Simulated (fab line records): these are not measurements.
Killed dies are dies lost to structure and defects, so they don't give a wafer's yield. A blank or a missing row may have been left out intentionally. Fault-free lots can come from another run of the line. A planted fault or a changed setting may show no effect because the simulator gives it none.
fab line records :: flow sky130
record:
  lots: 13
  wafers: 39
  last_day: 50
route steps=708 shown GATE_OXIDE@189 LDD_P@262 LDD_LDN@293 SPACER@306 PAD_OPEN@708
lots with no fault: from the same line, run without faults
start_h: hours from the record's first day to the start of the lot's first wafer shown :: wait_h: hours elapsed since this lot's preceding step :: " the same as in the row above :: L1.1+2: a row that stands for several wafers :: - either no value or no given start :: * or withheld: withheld :: < > ~ a bound
route shown NAME@n: a module of which the file shows steps, and the number in the route of the first :: usual: mean/standard deviation taken from wafers without a fault :: same: alike in all rows :: chamber/n: place in a boat :: sites: readings site by site :: _std_site: their standard deviation :: _edge_site: inner sites' mean taken away from outer sites' mean :: radius_mm: how far each site lies from the wafer's centre :: mask NAME#n: copy n :: behind: the most recent tool/chamber to have shaped the wafer :: hold: what put the lot on hold/how long, in hours/how the hold closed :: device: transistor that didn't switch, given as n, p or np :: end of line: tests run on the same wafers once the route is complete :: for a step that has no rows: nothing shown but its recipe :: killed: count of dies lost to structure and defects at first sort (not the wafer's yield) :: map: shows each die of a wafer: x if killed, . if not, _ if none is there
set.NAME: setting as actually run; set.NAME@STEP: the setting as run at that earlier step :: model.NAME: the simulator's own value behind a step, which no gauge read
one table for each step of the route and one row for each wafer, over a sample of lots
services: from which hour (start_h, from the record's first day; less than 0 if before it) a tool's chamber was out of use, for how many hours, and why
== steps ==
step: SKY_GATE_OXIDE_THK_MEAS_02
recipe:
  reads: SiO2_of_GATE_OXIDE_OXIDATION_01
usual:
  GATE_OXIDE_OXIDATION_00_THK: 10.21/0.16
lot.wafer: L722.1
tool: film_metro-03
chamber: -
start_h: 283.04
wait_h: 0.0
GATE_OXIDE_OXIDATION_00_THK[nm]: 10.23

lot.wafer: L722.4
tool: film_metro-03
chamber: -
start_h: 283.04
wait_h: 0.0
GATE_OXIDE_OXIDATION_00_THK[nm]: 10.10

lot.wafer: L722.6
tool: film_metro-03
chamber: -
start_h: 283.04
wait_h: 0.0
GATE_OXIDE_OXIDATION_00_THK[nm]: 10.07

lot.wafer: L725.2
tool: film_metro-02
chamber: -
start_h: 303.15
wait_h: 0.0
GATE_OXIDE_OXIDATION_00_THK[nm]: 10.04

lot.wafer: L725.4
tool: film_metro-02
chamber: -
start_h: 303.15
wait_h: 0.0
GATE_OXIDE_OXIDATION_00_THK[nm]: 10.16

lot.wafer: L725.6
tool: film_metro-02
chamber: -
start_h: 303.15
wait_h: 0.0
GATE_OXIDE_OXIDATION_00_THK[nm]: 10.16

lot.wafer: L727.3
tool: film_metro-04
chamber: -
start_h: 335.19
wait_h: 0.0
GATE_OXIDE_OXIDATION_00_THK[nm]: 10.06

lot.wafer: L727.4
tool: film_metro-04
chamber: -
start_h: 335.19
wait_h: 0.0
GATE_OXIDE_OXIDATION_00_THK[nm]: 10.23

lot.wafer: L727.5
tool: film_metro-04
chamber: -
start_h: 335.19
wait_h: 0.0
GATE_OXIDE_OXIDATION_00_THK[nm]: 10.21

lot.wafer: L726.1
tool: film_metro-03
chamber: -
start_h: 340.47
wait_h: 0.0
GATE_OXIDE_OXIDATION_00_THK[nm]: 10.08

lot.wafer: L726.5
tool: film_metro-03
chamber: -
start_h: 340.47
wait_h: 0.0
GATE_OXIDE_OXIDATION_00_THK[nm]: 10.12

lot.wafer: L726.6
tool: film_metro-03
chamber: -
start_h: 340.47
wait_h: 0.0
GATE_OXIDE_OXIDATION_00_THK[nm]: 10.05

lot.wafer: L731.1
tool: film_metro-02
chamber: -
start_h: 353.80
wait_h: 0.0
GATE_OXIDE_OXIDATION_00_THK[nm]: 10.09

lot.wafer: L731.5
tool: film_metro-02
chamber: -
start_h: 353.80
wait_h: 0.0
GATE_OXIDE_OXIDATION_00_THK[nm]: 10.05

lot.wafer: L731.6
tool: film_metro-02
chamber: -
start_h: 353.80
wait_h: 0.0
GATE_OXIDE_OXIDATION_00_THK[nm]: 10.22

lot.wafer: L732.1
tool: film_metro-03
chamber: -
start_h: 361.20
wait_h: 0.0
GATE_OXIDE_OXIDATION_00_THK[nm]: 10.25

lot.wafer: L732.2
tool: film_metro-03
chamber: -
start_h: 361.20
wait_h: 0.0
GATE_OXIDE_OXIDATION_00_THK[nm]: 10.01

lot.wafer: L732.5
tool: film_metro-03
chamber: -
start_h: 361.20
wait_h: 0.0
GATE_OXIDE_OXIDATION_00_THK[nm]: 9.96

lot.wafer: L734.3
tool: film_metro-03
chamber: -
start_h: 384.61
wait_h: 0.0
GATE_OXIDE_OXIDATION_00_THK[nm]: 10.41

lot.wafer: L734.4
tool: film_metro-03
chamber: -
start_h: 384.61
wait_h: 0.0
GATE_OXIDE_OXIDATION_00_THK[nm]: 10.64

lot.wafer: L734.5
tool: film_metro-03
chamber: -
start_h: 384.61
wait_h: 0.0
GATE_OXIDE_OXIDATION_00_THK[nm]: 10.52

lot.wafer: L735.1
tool: film_metro-02
chamber: -
start_h: 394.21
wait_h: 0.0
GATE_OXIDE_OXIDATION_00_THK[nm]: 10.32

lot.wafer: L735.4
tool: film_metro-02
chamber: -
start_h: 394.21
wait_h: 0.0
GATE_OXIDE_OXIDATION_00_THK[nm]: 10.37

lot.wafer: L735.6
tool: film_metro-02
chamber: -
start_h: 394.21
wait_h: 0.0
GATE_OXIDE_OXIDATION_00_THK[nm]: 10.40

lot.wafer: L736.1
tool: film_metro-03
chamber: -
start_h: 394.21
wait_h: 0.0
GATE_OXIDE_OXIDATION_00_THK[nm]: 10.14

lot.wafer: L736.2
tool: film_metro-03
chamber: -
start_h: 394.21
wait_h: 0.0
GATE_OXIDE_OXIDATION_00_THK[nm]: 10.23

lot.wafer: L736.3
tool: film_metro-03
chamber: -
start_h: 394.21
wait_h: 0.0
GATE_OXIDE_OXIDATION_00_THK[nm]: 10.38

lot.wafer: L738.2
tool: film_metro-03
chamber: -
start_h: 413.59
wait_h: 0.0
GATE_OXIDE_OXIDATION_00_THK[nm]: 10.49

lot.wafer: L738.3
tool: film_metro-03
chamber: -
start_h: 413.59
wait_h: 0.0
GATE_OXIDE_OXIDATION_00_THK[nm]: 10.29

lot.wafer: L738.5
tool: film_metro-03
chamber: -
start_h: 413.59
wait_h: 0.0
GATE_OXIDE_OXIDATION_00_THK[nm]: 10.08

lot.wafer: L743.2
tool: film_metro-04
chamber: -
start_h: 459.24
wait_h: 0.0
GATE_OXIDE_OXIDATION_00_THK[nm]: 10.25

lot.wafer: L743.4
tool: film_metro-04
chamber: -
start_h: 459.24
wait_h: 0.0
GATE_OXIDE_OXIDATION_00_THK[nm]: 10.21

lot.wafer: L743.5
tool: film_metro-04
chamber: -
start_h: 459.24
wait_h: 0.0
GATE_OXIDE_OXIDATION_00_THK[nm]: 10.26

lot.wafer: L744.1
tool: film_metro-02
chamber: -
start_h: 466.04
wait_h: 0.0
GATE_OXIDE_OXIDATION_00_THK[nm]: 10.17

lot.wafer: L744.2
tool: film_metro-02
chamber: -
start_h: 466.04
wait_h: 0.0
GATE_OXIDE_OXIDATION_00_THK[nm]: 10.20

lot.wafer: L744.5
tool: film_metro-02
chamber: -
start_h: 466.04
wait_h: 0.0
GATE_OXIDE_OXIDATION_00_THK[nm]: 10.15

lot.wafer: L745.3
tool: film_metro-02
chamber: -
start_h: 471.97
wait_h: 0.0
GATE_OXIDE_OXIDATION_00_THK[nm]: 10.32

lot.wafer: L745.5
tool: film_metro-02
chamber: -
start_h: 471.97
wait_h: 0.0
GATE_OXIDE_OXIDATION_00_THK[nm]: 10.25

lot.wafer: L745.6
tool: film_metro-02
chamber: -
start_h: 471.97
wait_h: 0.0
GATE_OXIDE_OXIDATION_00_THK[nm]: 10.39
step: SKY_LDD_P_CD_MEAS_07
recipe:
  target_cd_nm: 380
usual:
  cd_nm: 380.5/2.7
lot.wafer: L722.1
tool: cd_sem-02
chamber: -
start_h: 431.69
wait_h: 0.1
cd_nm: 378.3

lot.wafer: L722.4
tool: cd_sem-02
chamber: -
start_h: 431.69
wait_h: 0.1
cd_nm: 376.1

lot.wafer: L722.6
tool: cd_sem-02
chamber: -
start_h: 431.69
wait_h: 0.1
cd_nm: 380.1

lot.wafer: L725.2
tool: cd_sem-01
chamber: -
start_h: 459.37
wait_h: 0.1
cd_nm: 381.9

lot.wafer: L725.4
tool: cd_sem-01
chamber: -
start_h: 459.37
wait_h: 0.1
cd_nm: 381.0

lot.wafer: L725.6
tool: cd_sem-01
chamber: -
start_h: 459.37
wait_h: 0.1
cd_nm: 381.9

lot.wafer: L727.3
tool: cd_sem-02
chamber: -
start_h: 492.68
wait_h: 0.1
cd_nm: 376.4

lot.wafer: L727.4
tool: cd_sem-02
chamber: -
start_h: 492.68
wait_h: 0.1
cd_nm: 375.9

lot.wafer: L727.5
tool: cd_sem-02
chamber: -
start_h: 492.68
wait_h: 0.1
cd_nm: 376.9

lot.wafer: L726.1
tool: cd_sem-02
chamber: -
start_h: 501.59
wait_h: 0.1
cd_nm: 378.1

lot.wafer: L726.5
tool: cd_sem-02
chamber: -
start_h: 501.59
wait_h: 0.1
cd_nm: 380.3

lot.wafer: L726.6
tool: cd_sem-02
chamber: -
start_h: 501.59
wait_h: 0.1
cd_nm: 378.4

lot.wafer: L731.1
tool: cd_sem-01
chamber: -
start_h: 511.54
wait_h: 0.1
cd_nm: 383.9

lot.wafer: L731.5
tool: cd_sem-01
chamber: -
start_h: 511.54
wait_h: 0.1
cd_nm: 383.2

lot.wafer: L731.6
tool: cd_sem-01
chamber: -
start_h: 511.54
wait_h: 0.1
cd_nm: 382.3

lot.wafer: L732.1
tool: cd_sem-01
chamber: -
start_h: 517.73
wait_h: 0.2
cd_nm: 382.8

lot.wafer: L732.2
tool: cd_sem-01
chamber: -
start_h: 517.73
wait_h: 0.2
cd_nm: 378.8

lot.wafer: L732.5
tool: cd_sem-01
chamber: -
start_h: 517.73
wait_h: 0.2
cd_nm: 383.2

lot.wafer: L734.3
tool: cd_sem-02
chamber: -
start_h: 543.44
wait_h: 0.1
cd_nm: 386.0

lot.wafer: L734.4
tool: cd_sem-02
chamber: -
start_h: 543.44
wait_h: 0.1
cd_nm: 386.5

lot.wafer: L734.5
tool: cd_sem-02
chamber: -
start_h: 543.44
wait_h: 0.1
cd_nm: 387.1

lot.wafer: L735.1
tool: cd_sem-02
chamber: -
start_h: 551.39
wait_h: 0.1
cd_nm: 379.5

lot.wafer: L735.4
tool: cd_sem-02
chamber: -
start_h: 551.39
wait_h: 0.1
cd_nm: 381.6

lot.wafer: L735.6
tool: cd_sem-02
chamber: -
start_h: 551.39
wait_h: 0.1
cd_nm: 381.1

lot.wafer: L736.1
tool: cd_sem-02
chamber: -
start_h: 553.79
wait_h: 0.1
cd_nm: 378.5

lot.wafer: L736.2
tool: cd_sem-02
chamber: -
start_h: 553.79
wait_h: 0.1
cd_nm: 378.0

lot.wafer: L736.3
tool: cd_sem-02
chamber: -
start_h: 553.79
wait_h: 0.1
cd_nm: 379.2

lot.wafer: L738.2
tool: cd_sem-02
chamber: -
start_h: 572.21
wait_h: 0.1
cd_nm: 380.0

lot.wafer: L738.3
tool: cd_sem-02
chamber: -
start_h: 572.21
wait_h: 0.1
cd_nm: 382.6

lot.wafer: L738.5
tool: cd_sem-02
chamber: -
start_h: 572.21
wait_h: 0.1
cd_nm: 381.3

lot.wafer: L743.2
tool: cd_sem-02
chamber: -
start_h: 627.66
wait_h: 0.1
cd_nm: 377.9

lot.wafer: L743.4
tool: cd_sem-02
chamber: -
start_h: 627.66
wait_h: 0.1
cd_nm: 381.0

lot.wafer: L743.5
tool: cd_sem-02
chamber: -
start_h: 627.66
wait_h: 0.1
cd_nm: 381.5

lot.wafer: L744.1
tool: cd_sem-02
chamber: -
start_h: 628.84
wait_h: 0.1
cd_nm: 381.6

lot.wafer: L744.2
tool: cd_sem-02
chamber: -
start_h: 628.84
wait_h: 0.1
cd_nm: 380.9

lot.wafer: L744.5
tool: cd_sem-02
chamber: -
start_h: 628.84
wait_h: 0.1
cd_nm: 382.6

lot.wafer: L745.3
tool: cd_sem-01
chamber: -
start_h: 631.07
wait_h: 0.1
cd_nm: 380.8

lot.wafer: L745.5
tool: cd_sem-01
chamber: -
start_h: 631.07
wait_h: 0.1
cd_nm: 381.7

lot.wafer: L745.6
tool: cd_sem-01
chamber: -
start_h: 631.07
wait_h: 0.1
cd_nm: 378.7
step: SKY_LDD_LDN_EXPOSE_04
recipe:
  mask_id: LDNTM
  na: 0.6
  source_shape: conventional
  sigma_outer: 0.6
  polarization: unpolarized
  target_cd_nm: 700
  dose_mj: 140
lot.wafer: L722.1+4+6
tool: iline_stepper-01
chamber: 0
start_h: 508.91
wait_h: -
mask: LDNTM#0

lot.wafer: L725.2+4+6
tool: iline_stepper-01
chamber: 0
start_h: 534.25
wait_h: -
mask: LDNTM#0

lot.wafer: L727.3+4+5
tool: iline_stepper-02
chamber: 0
start_h: 568.15
wait_h: -
mask: LDNTM#0

lot.wafer: L726.1+5+6
tool: iline_stepper-01
chamber: 0
start_h: 577.36
wait_h: -
mask: LDNTM#0

lot.wafer: L731.1+5+6
tool: iline_stepper-01
chamber: 0
start_h: 586.23
wait_h: -
mask: LDNTM#0

lot.wafer: L732.1+2+5
tool: iline_stepper-02
chamber: 0
start_h: 593.25
wait_h: -
mask: LDNTM#0

lot.wafer: L734.3+4+5
tool: iline_stepper-01
chamber: 0
start_h: 618.49
wait_h: -
mask: LDNTM#0

lot.wafer: L735.1+4+6
tool: iline_stepper-01
chamber: 0
start_h: 625.23
wait_h: -
mask: LDNTM#0

lot.wafer: L736.1+2+3
tool: iline_stepper-01
chamber: 0
start_h: 627.31
wait_h: -
mask: LDNTM_R1#0

lot.wafer: L738.2+3+5
tool: iline_stepper-01
chamber: 0
start_h: 644.85
wait_h: -
mask: LDNTM#0

lot.wafer: L743.2+4+5
tool: iline_stepper-01
chamber: 0
start_h: 700.17
wait_h: -
mask: LDNTM#0

lot.wafer: L744.1+2+5
tool: iline_stepper-02
chamber: 0
start_h: 700.88
wait_h: -
mask: LDNTM#0

lot.wafer: L745.3+5+6
tool: iline_stepper-01
chamber: 0
start_h: 704.29
wait_h: -
mask: LDNTM#0
step: SKY_SPACER_ETCHBACK_02
recipe:
  chemistry: CH3F/O2
  target: Si3N4
  stop_on: SiO2
  source_w: 400
  bias_w: 80
  pressure_mtorr: 25
  ch3f_flow_sccm: 40
  O2_flow_sccm: 30
  time_s: 46.7
  target_depth_a: 450
usual:
  bias_w: 80.03/0.2
  drypump_motor_current_A: 5.8/0.43
  oes_product_au: 0.855/0.0056
  rf_fwd_power_W: 396.0/1.8
  throttle_valve_pct: 10.562/0.0091
lot.wafer: L722.1
tool: rie_diel-02
chamber: 3
start_h: 526.04
wait_h: 0.1
bias_w: 79.65
drypump_motor_current_A: 6.2
oes_product_au: 0.851
rf_fwd_power_W: 396.7
rf_hours_counter_h: 10
throttle_valve_pct: 10.544

lot.wafer: L722.4
tool: rie_diel-02
chamber: 3
start_h: 526.04
wait_h: 0.1
bias_w: 80.03
drypump_motor_current_A: 6.2
oes_product_au: 0.850
rf_fwd_power_W: 396.1
rf_hours_counter_h: -
throttle_valve_pct: 10.578

lot.wafer: L722.6
tool: rie_diel-02
chamber: 2
start_h: 526.04
wait_h: 0.1
bias_w: 79.80
drypump_motor_current_A: 6.0
oes_product_au: 0.858
rf_fwd_power_W: 394.1
rf_hours_counter_h: -
throttle_valve_pct: 10.570

lot.wafer: L725.2
tool: rie_diel-02
chamber: 2
start_h: 551.38
wait_h: 0.0
bias_w: 79.96
drypump_motor_current_A: 6.0
oes_product_au: 0.858
rf_fwd_power_W: 393.4
rf_hours_counter_h: 11
throttle_valve_pct: 10.554

lot.wafer: L725.4
tool: rie_diel-02
chamber: 3
start_h: 551.38
wait_h: 0.0
bias_w: 80.22
drypump_motor_current_A: 6.2
oes_product_au: 0.848
rf_fwd_power_W: 396.9
rf_hours_counter_h: 10
throttle_valve_pct: 10.567

lot.wafer: L725.6
tool: rie_diel-02
chamber: 2
start_h: 551.38
wait_h: 0.0
bias_w: 80.01
drypump_motor_current_A: 6.0
oes_product_au: 0.860
rf_fwd_power_W: 393.5
rf_hours_counter_h: -
throttle_valve_pct: 10.562

lot.wafer: L727.3
tool: rie_diel-01
chamber: 0
start_h: 589.90
wait_h: 0.0
bias_w: 80.24
drypump_motor_current_A: 5.6
oes_product_au: 0.848
rf_fwd_power_W: 397.9
rf_hours_counter_h: 7
throttle_valve_pct: 10.550

lot.wafer: L727.4
tool: rie_diel-01
chamber: 1
start_h: 589.90
wait_h: 0.0
bias_w: 80.14
drypump_motor_current_A: 4.9
oes_product_au: 0.859
rf_fwd_power_W: 395.2
rf_hours_counter_h: 10
throttle_valve_pct: 10.566

lot.wafer: L727.5
tool: rie_diel-01
chamber: 2
start_h: 589.90
wait_h: 0.0
bias_w: 80.06
drypump_motor_current_A: 5.6
oes_product_au: 0.849
rf_fwd_power_W: 395.9
rf_hours_counter_h: -
throttle_valve_pct: 10.577

lot.wafer: L726.1
tool: rie_diel-02
chamber: 0
start_h: 594.61
wait_h: 0.1
bias_w: 80.19
drypump_motor_current_A: 5.6
oes_product_au: 0.850
rf_fwd_power_W: 396.1
rf_hours_counter_h: 67
throttle_valve_pct: 10.562

lot.wafer: L726.5
tool: rie_diel-02
chamber: 3
start_h: 594.61
wait_h: 0.1
bias_w: 79.86
drypump_motor_current_A: 6.1
oes_product_au: 0.861
rf_fwd_power_W: 394.5
rf_hours_counter_h: -
throttle_valve_pct: 10.561

lot.wafer: L726.6
tool: rie_diel-02
chamber: 2
start_h: 594.61
wait_h: 0.1
bias_w: 80.42
drypump_motor_current_A: 6.0
oes_product_au: 0.851
rf_fwd_power_W: 392.9
rf_hours_counter_h: -
throttle_valve_pct: 10.564

lot.wafer: L731.1
tool: rie_diel-01
chamber: 1
start_h: 602.73
wait_h: 0.1
bias_w: 79.89
drypump_motor_current_A: 4.9
oes_product_au: 0.855
rf_fwd_power_W: 397.1
rf_hours_counter_h: 10
throttle_valve_pct: 10.563

lot.wafer: L731.5
tool: rie_diel-01
chamber: 0
start_h: 602.73
wait_h: 0.1
bias_w: 79.90
drypump_motor_current_A: 5.6
oes_product_au: 0.853
rf_fwd_power_W: 395.2
rf_hours_counter_h: -
throttle_valve_pct: 10.573

lot.wafer: L731.6
tool: rie_diel-01
chamber: 3
start_h: 602.73
wait_h: 0.1
bias_w: 80.18
drypump_motor_current_A: 5.5
oes_product_au: 0.849
rf_fwd_power_W: 392.3
rf_hours_counter_h: -
throttle_valve_pct: 10.564

lot.wafer: L732.1
tool: rie_diel-02
chamber: 3
start_h: 610.33
wait_h: 0.1
bias_w: 80.29
drypump_motor_current_A: 6.1
oes_product_au: 0.856
rf_fwd_power_W: 397.8
rf_hours_counter_h: 11
throttle_valve_pct: 10.566

lot.wafer: L732.2
tool: rie_diel-02
chamber: 2
start_h: 610.33
wait_h: 0.1
bias_w: 79.97
drypump_motor_current_A: 6.0
oes_product_au: 0.849
rf_fwd_power_W: 392.9
rf_hours_counter_h: 12
throttle_valve_pct: 10.548

lot.wafer: L732.5
tool: rie_diel-02
chamber: 1
start_h: 610.33
wait_h: 0.1
bias_w: 80.20
drypump_motor_current_A: 6.4
oes_product_au: 0.839
rf_fwd_power_W: 399.0
rf_hours_counter_h: -
throttle_valve_pct: 10.558

lot.wafer: L734.3
tool: rie_diel-02
chamber: 1
start_h: 634.78
wait_h: 0.0
bias_w: 80.31
drypump_motor_current_A: 6.5
oes_product_au: 0.862
rf_fwd_power_W: 397.5
rf_hours_counter_h: 7
throttle_valve_pct: 10.558

lot.wafer: L734.4
tool: rie_diel-02
chamber: 3
start_h: 634.78
wait_h: 0.0
bias_w: 80.03
drypump_motor_current_A: 6.1
oes_product_au: 0.854
rf_fwd_power_W: 397.0
rf_hours_counter_h: -
throttle_valve_pct: 10.552

lot.wafer: L734.5
tool: rie_diel-02
chamber: 2
start_h: 634.78
wait_h: 0.0
bias_w: 80.10
drypump_motor_current_A: 6.0
oes_product_au: 0.853
rf_fwd_power_W: 391.6
rf_hours_counter_h: -
throttle_valve_pct: 10.564

lot.wafer: L735.1
tool: rie_diel-02
chamber: 2
start_h: 642.44
wait_h: 0.1
bias_w: 80.01
drypump_motor_current_A: 6.0
oes_product_au: 0.859
rf_fwd_power_W: 392.1
rf_hours_counter_h: 13
throttle_valve_pct: 10.560

lot.wafer: L735.4
tool: rie_diel-02
chamber: 1
start_h: 642.44
wait_h: 0.1
bias_w: 80.38
drypump_motor_current_A: 6.4
oes_product_au: 0.858
rf_fwd_power_W: 398.1
rf_hours_counter_h: 7
throttle_valve_pct: 10.539

lot.wafer: L735.6
tool: rie_diel-02
chamber: 1
start_h: 642.44
wait_h: 0.1
bias_w: 80.04
drypump_motor_current_A: 6.4
oes_product_au: 0.860
rf_fwd_power_W: 398.9
rf_hours_counter_h: -
throttle_valve_pct: 10.569

lot.wafer: L736.1
tool: rie_diel-01
chamber: 1
start_h: 643.90
wait_h: 0.1
bias_w: 79.98
drypump_motor_current_A: 4.9
oes_product_au: 0.850
rf_fwd_power_W: 398.3
rf_hours_counter_h: 12
throttle_valve_pct: 10.538

lot.wafer: L736.2
tool: rie_diel-01
chamber: 2
start_h: 643.90
wait_h: 0.1
bias_w: 79.87
drypump_motor_current_A: 5.6
oes_product_au: 0.841
rf_fwd_power_W: 394.4
rf_hours_counter_h: 10
throttle_valve_pct: 10.576

lot.wafer: L736.3
tool: rie_diel-01
chamber: 3
start_h: 643.90
wait_h: 0.1
bias_w: 80.06
drypump_motor_current_A: 5.6
oes_product_au: 0.848
rf_fwd_power_W: 396.0
rf_hours_counter_h: 5
throttle_valve_pct: 10.557

lot.wafer: L738.2
tool: rie_diel-01
chamber: 2
start_h: 660.75
wait_h: 0.0
bias_w: 79.68
drypump_motor_current_A: 5.6
oes_product_au: 0.866
rf_fwd_power_W: 395.7
rf_hours_counter_h: 11
throttle_valve_pct: 10.570

lot.wafer: L738.3
tool: rie_diel-01
chamber: 0
start_h: 660.75
wait_h: 0.0
bias_w: 79.60
drypump_motor_current_A: 5.6
oes_product_au: 0.860
rf_fwd_power_W: 395.7
rf_hours_counter_h: 8
throttle_valve_pct: 10.561

lot.wafer: L738.5
tool: rie_diel-01
chamber: 3
start_h: 660.75
wait_h: 0.0
bias_w: 80.13
drypump_motor_current_A: 5.5
oes_product_au: 0.860
rf_fwd_power_W: 395.0
rf_hours_counter_h: -
throttle_valve_pct: 10.551

lot.wafer: L743.2
tool: rie_diel-03
chamber: 0
start_h: 717.70
wait_h: 0.0
bias_w: 80.50
drypump_motor_current_A: 6.2
oes_product_au: 0.856
rf_fwd_power_W: 396.5
rf_hours_counter_h: 10
throttle_valve_pct: 10.558

lot.wafer: L743.4
tool: rie_diel-03
chamber: 3
start_h: 717.70
wait_h: 0.0
bias_w: 80.21
drypump_motor_current_A: 5.9
oes_product_au: 0.853
rf_fwd_power_W: 392.6
rf_hours_counter_h: 4
throttle_valve_pct: 10.557

lot.wafer: L743.5
tool: rie_diel-03
chamber: 0
start_h: 717.70
wait_h: 0.0
bias_w: 80.35
drypump_motor_current_A: 6.2
oes_product_au: 0.860
rf_fwd_power_W: 395.9
rf_hours_counter_h: -
throttle_valve_pct: 10.569

lot.wafer: L744.1
tool: rie_diel-02
chamber: 3
start_h: 717.70
wait_h: 0.1
bias_w: 79.92
drypump_motor_current_A: 6.2
oes_product_au: 0.858
rf_fwd_power_W: 397.9
rf_hours_counter_h: 14
throttle_valve_pct: 10.572

lot.wafer: L744.2
tool: rie_diel-02
chamber: 2
start_h: 717.70
wait_h: 0.1
bias_w: 79.91
drypump_motor_current_A: 5.9
oes_product_au: 0.847
rf_fwd_power_W: 394.2
rf_hours_counter_h: 14
throttle_valve_pct: 10.557

lot.wafer: L744.5
tool: rie_diel-02
chamber: 1
start_h: 717.70
wait_h: 0.1
bias_w: 80.10
drypump_motor_current_A: 6.5
oes_product_au: 0.852
rf_fwd_power_W: 399.2
rf_hours_counter_h: -
throttle_valve_pct: 10.574

lot.wafer: L745.3
tool: rie_diel-01
chamber: 2
start_h: 719.77
wait_h: 0.0
bias_w: 80.02
drypump_motor_current_A: 5.6
oes_product_au: 0.854
rf_fwd_power_W: 395.2
rf_hours_counter_h: 12
throttle_valve_pct: 10.571

lot.wafer: L745.5
tool: rie_diel-01
chamber: 0
start_h: 719.77
wait_h: 0.0
bias_w: 79.73
drypump_motor_current_A: 5.6
oes_product_au: 0.843
rf_fwd_power_W: 397.7
rf_hours_counter_h: -
throttle_valve_pct: 10.574

lot.wafer: L745.6
tool: rie_diel-01
chamber: 1
start_h: 719.77
wait_h: 0.0
bias_w: 80.04
drypump_motor_current_A: 4.9
oes_product_au: 0.851
rf_fwd_power_W: 396.4
rf_hours_counter_h: -
throttle_valve_pct: 10.566
step: SKY_PAD_OPEN_PROBE_99
usual:
  killed_at_M0_to_M3: 42/7.4
  killed_at_M4_up: 3.3/2.1
  killed_at_contacts: 24/5.3
  killed_at_front_end: 15/4.5
  killed_at_other: 0.3/0.57
  killed_dies: 84/10
  killed_open: 46/7.5
  killed_short: 38/6.4
same:
  gross_dies: 492
  killed_at_back_side: 0
lot.wafer: L736.1
tool: prober-01
chamber: -
start_h: 1155.06
wait_h: 0.1
killed_at_M0_to_M3: 60
killed_at_M4_up: 3
killed_at_contacts: 27
killed_at_front_end: 74
killed_at_other: 0
killed_dies: 164
killed_open: 64
killed_short: 36

lot.wafer: L736.2
tool: prober-01
chamber: -
start_h: 1155.11
wait_h: 0.1
killed_at_M0_to_M3: 52
killed_at_M4_up: 2
killed_at_contacts: 19
killed_at_front_end: 93
killed_at_other: 0
killed_dies: 166
killed_open: 39
killed_short: 49

lot.wafer: L736.3
tool: prober-01
chamber: -
start_h: 1155.16
wait_h: 0.2
killed_at_M0_to_M3: 33
killed_at_M4_up: 3
killed_at_contacts: 26
killed_at_front_end: 95
killed_at_other: 1
killed_dies: 158
killed_open: 40
killed_short: 33
killed by level:class
L736.1 LDD_LDN:area_expose=63 VIA3:geometric_particle:open=15 VIA1:geometric_particle:open=13 CONTACT:geometric_particle:open=9 METAL2:geometric_particle:short=8 LI_CONTACT:geometric_particle:open=7 METAL1:geometric_particle:short=7 VIA2:geometric_particle:open=5
L736.2 LDD_LDN:area_expose=78 LI_CONTACT:geometric_particle:open=8 METAL1:geometric_particle:short=8 VIA2:geometric_particle:short=7 VIA3:geometric_particle:open=6 VIA1:geometric_particle:open=6 METAL2:geometric_particle:short=6 FIELD_ISO:geometric_particle:short=5
L736.3 LDD_LDN:area_expose=85 LI_CONTACT:geometric_particle:open=10 CONTACT:geometric_particle:open=8 VIA1:geometric_particle:open=6 METAL2:geometric_particle:short=6 LOCAL_INTERCONNECT:geometric_particle:short=5 VIA3:geometric_particle:open=5 VIA1:geometric_particle:short=4
== services ==
tool: rie_diel-03
chamber: -
start_h: 517.06
hours: 0.7
kind: repair

tool: rie_diel-02
chamber: 0
start_h: 525.29
hours: 6.0
kind: repair

tool: iline_stepper-02
chamber: 0
start_h: 538.34
hours: -
kind: calibration

tool: iline_stepper-01
chamber: -
start_h: 549.96
hours: 1.7
kind: pm

tool: rie_diel-03
chamber: 3
start_h: 563.25
hours: 16.1
kind: repair

tool: rie_diel-02
chamber: 2
start_h: 569.20
hours: 1.6
kind: repair

tool: iline_stepper-01
chamber: 0
start_h: 571.09
hours: -
kind: calibration

tool: iline_stepper-02
chamber: -
start_h: 571.78
hours: 6.2
kind: repair

tool: iline_stepper-02
chamber: -
start_h: 601.36
hours: 10.4
kind: repair

tool: rie_diel-03
chamber: 2
start_h: 606.86
hours: 3.1
kind: repair

tool: rie_diel-01
chamber: 0
start_h: 607.92
hours: 13.9
kind: repair

tool: rie_diel-01
chamber: 3
start_h: 608.68
hours: 4.2
kind: repair

tool: iline_stepper-02
chamber: -
start_h: 611.75
hours: 1.7
kind: pm

tool: rie_diel-02
chamber: 0
start_h: 616.63
hours: -
kind: clean

tool: rie_diel-02
chamber: 0
start_h: 616.63
hours: 21.9
kind: scheduled_down

tool: rie_diel-02
chamber: 0
start_h: 616.63
hours: 21.9
kind: vent_cycle

tool: rie_diel-03
chamber: -
start_h: 618.42
hours: 28.1
kind: pm

tool: rie_diel-01
chamber: 0
start_h: 622.67
hours: 9.8
kind: repair

tool: rie_diel-01
chamber: 3
start_h: 634.01
hours: 9.6
kind: repair

tool: iline_stepper-02
chamber: -
start_h: 634.35
hours: 8.9
kind: pm

tool: rie_diel-03
chamber: 3
start_h: 666.77
hours: 6.9
kind: repair

tool: rie_diel-01
chamber: 0
start_h: 675.83
hours: 2.0
kind: repair

tool: iline_stepper-02
chamber: -
start_h: 683.11
hours: 2.1
kind: pm

tool: rie_diel-02
chamber: 2
start_h: 687.70
hours: 9.9
kind: repair
== key ==
first_sign:
  step: SKY_LDD_LDN_EXPOSE_04
  reading: mask
  direction: changed
effect:
  step: SKY_PAD_OPEN_PROBE_99
  reading: killed_at_front_end
  direction: up
  sigmas: 16
  usual: 15
  struck: 87
more_kills_born_at:
  SKY_LDD_LDN_EXPOSE_04@iline_stepper-01: 226
met_at SKY_LDD_LDN_EXPOSE_04
struck_lots L736
tester_left_out L736
not_acting_at SKY_GATE_OXIDE_THK_MEAS_02,SKY_LDD_P_CD_MEAS_07,SKY_SPACER_ETCHBACK_02
onset_between 625.23 627.31
fault:
  kind: wrong_mask
  tool: any
  chamber: -
  onset_h: 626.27
  steps: SKY_LDD_LDN_EXPOSE_04
  aux_copy: LDNTM_R1#0
  cd_offset_nm: 105
  scope: struck_lots_only
tester_left_out: of these lots the tester's yield and bins aren't shown, on N5 and GAA mostly nor the transistor test; their killed dies are dies lost to structure and defects alone, not to doping, threshold or leakage, so they don't give the yield
